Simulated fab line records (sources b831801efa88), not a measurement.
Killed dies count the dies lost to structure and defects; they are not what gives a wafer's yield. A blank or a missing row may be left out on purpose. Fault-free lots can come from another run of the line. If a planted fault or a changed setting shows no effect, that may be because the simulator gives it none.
fab line records | flow sky130
[record] lots = 12 wafers = 36 lastDay = 50
route steps=708 shown LDD_P@265 SD_N@358 LI_CONTACT@377 CONTACT@407 PAD_OPEN@708
lots that met no fault: taken from a fault-free run of the same line
startH: hours from the record's opening day to when the first of the lot's shown wafers began | waitH: hours since the lot's step before | " identical to the entry in the row above | L1.1+2: a row that stands for several wafers | - no value present, or no start provided | * or withheld: withheld | < > ~ a bound
route shown NAME@n: a module of which the file shows steps, and the number in the route of the first | usual: average and standard deviation across the fault-free wafers | same: alike in all rows | chamber/n: place in a boat | sites: each site's reading | _std_site: standard deviation of those values | _edge_site: mean of outer sites minus mean of inner sites | radiusMm: for every site, how far away it sits from the centre of the wafer | mask NAME#n: copy n | behind: the tool/chamber that last shaped the wafer | hold: what put the lot on hold/how long, in hours/how the hold closed | device: which transistor (n, p or np) failed to switch | end of line: at the end of the route, the tests of the same wafers | for a step that has no rows: nothing shown but its recipe | killed: at the first sort, the dies lost to defects and structure; wafer yield is something else | map: the dies of a wafer, with x for killed, . for not killed, _ for no die there
set.NAME: the setting that was run; set.NAME@STEP: the one run at that earlier step | model.NAME: the simulator's own value behind a step, which no gauge read
one table for each step of the route and one row for each wafer, over a sample of lots
services: a tool's chamber out of use, with start hour (startH, from the record's first day; less than 0 if before it), hours out, and reason
[[steps]]
[step SKY_LDD_P_STRIP_10]
[recipe] chemistry = O2/N2 powerW = 1400 pressureMtorr = 1500 platenTempC = withheld o2FlowSccm = 3000 n2FlowSccm = 300 overashFraction = 0.5
[usual] drypumpMotorCurrentA = 5.5/0.37 oesProductAu = 0.715/0.0042 stripTimeToEndpointS = 14.18/0.035
// columns lot.wafer tool chamber startH waitH drypumpMotorCurrentA oesProductAu rfHoursCounterH stripTimeToEndpointS
L323.1 plasmaAsher-01 0 430.41 0.1 5.2 0.714 31 14.16
L323.4 " 0 " " 5.2 0.710 - 14.15
L323.5 " 1 " " 5.4 0.713 - 14.15
L325.3 plasmaAsher-02 0 454.19 0.1 5.9 0.710 - 14.17
L325.4 " 1 " " 6.0 0.717 - 14.09
L325.6 " 0 " " 5.9 0.709 - 14.17
L327.2 plasmaAsher-04 1 470.44 0.1 5.1 0.718 62 14.13
L327.4 " 0 " " 5.2 0.720 - 14.17
L327.6 " 1 " " 5.1 0.702 - 14.15
L328.2 plasmaAsher-01 0 473.89 0.1 5.2 0.716 35 14.14
L328.4 " 1 " " 5.4 0.718 - 14.19
L328.5 " 0 " " 5.2 0.714 - 14.14
L331.1 plasmaAsher-02 0 504.49 0.1 5.9 0.717 8 14.20
L331.4 " 1 " " 5.9 0.715 - 14.17
L331.6 " 1 " " 6.0 0.718 - 14.17
L334.2 plasmaAsher-01 1 529.06 0.1 5.3 0.713 39 14.20
L334.4 " 1 " " 5.3 0.712 - 14.20
L334.5 " 1 " " 5.3 0.719 - 14.22
L335.2 plasmaAsher-04 0 543.89 0.1 5.2 0.718 70 14.20
L335.3 " 0 " " 5.2 0.712 - 14.22
L335.6 " 1 " " 5.1 0.714 - 14.22
L341.1 plasmaAsher-04 1 598.06 0.1 5.1 0.721 75 14.18
L341.3 " 1 " " 5.1 0.711 - 14.24
L341.5 " 0 " " 5.2 0.709 - 14.24
L342.2 plasmaAsher-02 0 603.84 0.1 6.0 0.716 17 14.16
L342.3 " 0 " " 5.9 0.720 - 14.17
L342.5 " 1 " " 6.0 0.714 - 14.19
L343.1 plasmaAsher-01 1 609.96 0.1 5.4 0.712 47 14.12
L343.2 " 0 " " 5.2 0.716 47 14.13
L343.4 " 1 " " 5.4 0.719 - 14.11
L345.2 plasmaAsher-02 0 627.29 0.1 5.9 0.720 20 14.22
L345.4 " 0 " " 6.0 0.721 - 14.21
L345.6 " 1 " " 6.0 0.715 - 14.16
L346.1 plasmaAsher-02 1 639.24 0.1 6.0 0.714 21 14.14
L346.4 " 0 " " 5.9 0.711 - 14.17
L346.5 " 0 " " 5.9 0.716 - 14.15
[step SKY_SD_N_RS_MEAS_16]
[recipe] thkMeasGauge = four-point-probe
[usual] SD_N_RS = 68.57/0.1
// columns lot.wafer tool chamber startH waitH SD_N_RS[ohm/sq]
L323.1 filmMetro-03 - 645.87 0.1 68.65
L323.4 " - " " 68.52
L323.5 " - " " 68.45
L325.3 filmMetro-03 - 667.08 0.1 68.48
L325.4 " - " " 68.52
L325.6 " - " " 68.60
L327.2 filmMetro-04 - 680.74 0.1 68.57
L327.4 " - " " 68.58
L327.6 " - " " 68.52
L328.2 filmMetro-02 - 684.10 0.1 68.56
L328.4 " - " " 68.46
L328.5 " - " " 68.57
L331.1 filmMetro-04 - 712.63 0.1 68.52
L331.4 " - " " 68.55
L331.6 " - " " 68.63
L334.2 filmMetro-03 - 735.00 0.1 68.68
L334.4 " - " " 68.68
L334.5 " - " " 68.73
L335.2 filmMetro-03 - 747.84 0.1 68.51
L335.3 " - " " 68.60
L335.6 " - " " 68.38
L341.1 filmMetro-02 - 797.13 0.1 68.42
L341.3 " - " " 68.46
L341.5 " - " " 68.56
L342.2 filmMetro-03 - 801.70 0.1 68.45
L342.3 " - " " 68.57
L342.5 " - " " 68.60
L343.1 filmMetro-04 - 808.87 0.1 68.60
L343.2 " - " " 68.67
L343.4 " - " " 68.68
L345.2 filmMetro-02 - 823.85 0.1 68.67
L345.4 " - " " 68.53
L345.6 " - " " 68.64
L346.1 filmMetro-02 - 835.54 0.1 68.47
L346.4 " - " " 68.47
L346.5 " - " " 68.43
[step SKY_LI_CONTACT_ETCH_15]
[recipe] target = PSG chemistry = C4F8/O2/Ar stopOn = Si taperDeg = 4.15 maskMaterial = KrF-thick sourceW = 1500 biasW = 1200 pressureMtorr = 40 c4f8FlowSccm = withheld O2_flow_sccm = 6 Ar_flow_sccm = 300 timeS = withheld targetDepthA = 6000
[usual] biasW = 1200/3 oesProductAu = 0.837/0.0046
// columns lot.wafer tool chamber startH waitH biasW oesProductAu
L323.1 rieDiel-04 2 675.68 0.0 1198 0.843
L323.4 " 0 " " 1200 0.837
L323.5 " 1 " " 1200 0.844
L325.3 rieDiel-02 2 696.10 0.0 1203 0.841
L325.4 " 3 " " 1199 0.835
L325.6 " 3 " " 1205 0.833
L327.2 rieDiel-02 0 710.44 0.0 1199 0.842
L327.4 " 3 " " 1200 0.829
L327.6 " 3 " " 1198 0.839
L328.2 rieDiel-02 1 713.54 0.0 1203 0.830
L328.4 " 2 " " 1198 0.835
L328.5 " 2 " " 1201 0.846
L331.1 rieDiel-02 0 741.69 0.0 1069 0.833
L331.4 " 3 " " 1073 0.837
L331.6 " 0 " " 1076 0.839
L334.2 rieDiel-02 0 763.39 0.0 1074 0.842
L334.4 " 0 " " 1073 0.838
L334.5 " 3 " " 1070 0.833
L335.2 rieDiel-01 3 775.74 0.0 1199 0.836
L335.3 " 1 " " 1200 0.838
L335.6 " 3 " " 1194 0.834
L341.1 rieDiel-04 0 824.25 0.0 1198 0.832
L341.3 " 2 " " 1197 0.841
L341.5 " 1 " " 1204 0.838
L342.2 rieDiel-01 2 828.75 0.0 1204 0.841
L342.3 " 1 " " 1194 0.836
L342.5 " 1 " " 1193 0.840
L343.1 rieDiel-04 3 835.85 0.0 1198 0.841
L343.2 " 1 " " 1201 0.841
L343.4 " 0 " " 1205 0.833
L345.2 rieDiel-04 1 851.25 0.0 1200 0.846
L345.4 " 0 " " 1203 0.833
L345.6 " 3 " " 1197 0.845
L346.1 rieDiel-02 0 862.19 0.0 1202 0.833
L346.4 " 2 " " 1197 0.835
L346.5 " 3 " " 1199 0.844
[step SKY_LI_CONTACT_STRIP_16]
[recipe] chemistry = O2/N2 powerW = 1400 pressureMtorr = 1500 platenTempC = withheld o2FlowSccm = 3000 n2FlowSccm = 300 overashFraction = 0.5
[usual] drypumpMotorCurrentA = 5.6/0.36 oesProductAu = 0.377/0.0043 stripTimeToEndpointS = 3.507/0.024
// columns lot.wafer tool chamber startH waitH drypumpMotorCurrentA oesProductAu rfHoursCounterH stripTimeToEndpointS
L323.1 plasmaAsher-01 1 675.77 - 5.3 0.376 53 3.476
L323.4 " 1 " " 5.4 0.371 - 3.512
L323.5 " 0 " " 5.2 0.366 - 3.511
L325.3 plasmaAsher-04 1 696.22 - 5.1 0.376 - 3.517
L325.4 " 0 " " 5.2 0.380 - 3.549
L325.6 " 0 " " 5.2 0.374 - 3.499
L327.2 plasmaAsher-02 1 710.52 - 6.0 0.388 28 3.521
L327.4 " 0 " " 5.9 0.377 - 3.504
L327.6 " 1 " " 6.0 0.383 - 3.513
L328.2 plasmaAsher-01 0 713.62 - 5.2 0.379 57 3.513
L328.4 " 1 " " 5.4 0.382 - 3.479
L328.5 " 1 " " 5.4 0.374 - 3.471
L331.1 plasmaAsher-04 0 741.77 - 5.2 0.379 89 3.597
L331.4 " 0 " " 5.2 0.383 - 3.565
L331.6 " 1 " " 5.1 0.376 - 3.571
L334.2 plasmaAsher-01 0 763.47 - 5.2 0.383 62 3.579
L334.4 " 0 " " 5.2 0.379 - 3.592
L334.5 " 1 " " 5.4 0.372 - 3.563
L335.2 plasmaAsher-01 0 775.82 - 5.3 0.380 63 3.549
L335.3 " 1 " " 5.3 0.378 - 3.533
L335.6 " 1 " " 5.4 0.382 - 3.535
L341.1 plasmaAsher-02 1 824.34 - 6.0 0.368 39 3.489
L341.3 " 0 " " 5.9 0.379 - 3.473
L341.5 " 1 " " 6.0 0.376 - 3.502
L342.2 plasmaAsher-01 0 828.84 - 5.3 0.370 68 3.516
L342.3 " 0 " " 5.2 0.372 - 3.491
L342.5 " 0 " " 5.2 0.376 - 3.510
L343.1 plasmaAsher-04 0 835.94 - 5.2 0.377 98 3.496
L343.2 " 1 " " 5.1 0.379 98 3.485
L343.4 " 0 " " 5.2 0.373 - 3.485
L345.2 plasmaAsher-01 0 851.34 - 5.2 0.372 70 3.487
L345.4 " 1 " " 5.4 0.374 - 3.493
L345.6 " 1 " " 5.4 0.373 - 3.483
L346.1 plasmaAsher-01 1 862.27 - 5.4 0.375 71 3.511
L346.4 " 1 " " 5.4 0.379 - 3.483
L346.5 " 1 " " 5.4 0.376 - 3.476
[step SKY_CONTACT_THK_MEAS_01]
[recipe] reads = Si3N4_of_CONTACT_CVD_00
[usual] CONTACT_CVD_00_THK = 74.9/0.85
// columns lot.wafer tool chamber startH waitH CONTACT_CVD_00_THK[nm]
L323.1 filmMetro-01 - 706.82 - 75.6
L323.4 " - " " 75.8
L323.5 " - " " 75.9
L325.3 filmMetro-02 - 726.29 - 73.9
L325.4 " - " " 74.7
L325.6 " - " " 74.6
L327.2 filmMetro-02 - 740.61 - 74.4
L327.4 " - " " 76.7
L327.6 " - " " 76.1
L328.2 filmMetro-01 - 743.59 - 74.9
L328.4 " - " " 76.5
L328.5 " - " " 76.1
L331.1 filmMetro-02 - 770.83 - 74.4
L331.4 " - " " 75.5
L331.6 " - " " 75.8
L334.2 filmMetro-02 - 792.14 - 73.9
L334.4 " - " " 74.8
L334.5 " - " " 75.5
L335.2 filmMetro-01 - 804.74 - 75.4
L335.3 " - " " 75.1
L335.6 " - " " 76.0
L341.1 filmMetro-04 - 852.35 - 73.4
L341.3 " - " " 72.6
L341.5 " - " " 74.5
L342.2 filmMetro-01 - 856.73 - 73.7
L342.3 " - " " 75.3
L342.5 " - " " 74.8
L343.1 filmMetro-01 - 863.98 - 74.7
L343.2 " - " " 74.1
L343.4 " - " " 74.5
L345.2 filmMetro-01 - 879.32 - 74.4
L345.4 " - " " 75.1
L345.6 " - " " 75.9
L346.1 filmMetro-01 - 890.37 - 74.8
L346.4 " - " " 75.0
L346.5 " - " " 75.0
[step SKY_PAD_OPEN_PROBE_99]
[usual] killed_at_M0_to_M3 = 44/7 killed_at_M4_up = 3.2/1.8 killedAtContacts = 24/5.1 killedAtFrontEnd = 15/4.3 killedAtOther = 0.3/0.5 killedDies = 86/9.6 killedOpen = 48/7.1 killedShort = 38/6.7
[same] grossDies = 492 killedAtBackSide = 0
// columns lot.wafer tool chamber startH waitH killed_at_M0_to_M3 killed_at_M4_up killedAtContacts killedAtFrontEnd killedAtOther killedDies killedOpen killedShort
L328.2 prober-02 - 1102.41 0.1 60 7 19 11 0 97 52 45
L328.4 prober-02 - 1102.51 0.2 46 4 29 16 0 95 48 47
L328.5 prober-02 - 1102.56 0.2 54 6 25 9 0 94 52 42
// killed by level:class
L328.2 VIA1:geometricParticle:open=11 VIA3:geometricParticle:open=9 VIA2:geometricParticle:open=8 METAL1:geometricParticle:short=8 CONTACT:geometricParticle:open=8 METAL2:geometricParticle:short=7 CONTACT:geometricParticle:short=5 VIA1:geometricParticle:short=5
L328.4 VIA2:geometricParticle:open=11 CONTACT:geometricParticle:open=11 VIA1:geometricParticle:open=9 FIELD_ISO:geometricParticle:short=7 CONTACT:geometricParticle:short=7 METAL1:geometricParticle:short=7 LOCAL_INTERCONNECT:geometricParticle:short=6 VIA3:geometricParticle:open=6
L328.5 VIA1:geometricParticle:open=11 CONTACT:geometricParticle:open=10 VIA2:geometricParticle:open=8 VIA3:geometricParticle:open=7 VIA1:geometricParticle:short=6 LI_CONTACT:geometricParticle:open=5 VIA2:geometricParticle:short=5 METAL1:geometricParticle:short=4
[[services]]
// columns tool chamber startH hours kind
plasmaAsher-04 - 419.73 5.7 repair
plasmaAsher-02 - 421.25 9.0 pm
rieDiel-04 0 432.60 35.5 repair
plasmaAsher-02 - 445.38 0.4 repair
plasmaAsher-01 - 449.89 7.3 repair
rieDiel-02 - 455.99 2.6 repair
rieDiel-02 0 464.57 15.5 repair
rieDiel-04 2 466.80 33.6 repair
plasmaAsher-01 - 474.82 15.6 pm
rieDiel-02 3 489.92 8.2 repair
plasmaAsher-01 - 501.06 3.5 repair
rieDiel-04 - 507.45 2.8 pm
plasmaAsher-04 - 509.31 1.8 repair
plasmaAsher-02 - 511.75 2.8 pm
rieDiel-02 - 535.16 1.0 repair
rieDiel-02 0 558.86 6.7 repair
rieDiel-04 2 570.09 10.5 repair
rieDiel-02 - 607.78 14.6 pm
rieDiel-02 0 651.58 18.4 repair
plasmaAsher-04 - 681.56 2.1 repair
plasmaAsher-04 - 749.36 3.9 repair
rieDiel-02 1 758.26 6.6 repair
rieDiel-02 - 784.98 0.4 repair
rieDiel-02 - 788.67 2.8 pm
[[key]]
[firstSign] step = SKY_LI_CONTACT_ETCH_15 reading = biasW direction = down sigmas = 42 usual = 1200 struck = 1072
[effect] step = SKY_LI_CONTACT_STRIP_16 reading = stripTimeToEndpointS direction = up sigmas = 2.9 usual = * struck = *
metAt SKY_LI_CONTACT_ETCH_15
struckLots L331,L334
testerLeftOut L331,L334
notActingAt SKY_LDD_P_STRIP_10,SKY_SD_N_RS_MEAS_16,SKY_CONTACT_THK_MEAS_01
onsetBetween 713.54 741.69
[fault] kind = processParameterDrift tool = rieDiel-02 chamber = - onsetH = 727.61 steps = SKY_LI_CONTACT_ETCH_15 channel = biasW offset = -128.22 shape = step endH = 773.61 actsIn = theseRecipesOnly stated = 1200
// testerLeftOut: of these lots the tester's yield and bins aren't shown, on N5 and GAA mostly nor the transistor test; their killed dies are dies lost to structure and defects alone, not to doping, threshold or leakage, so they don't give the yield
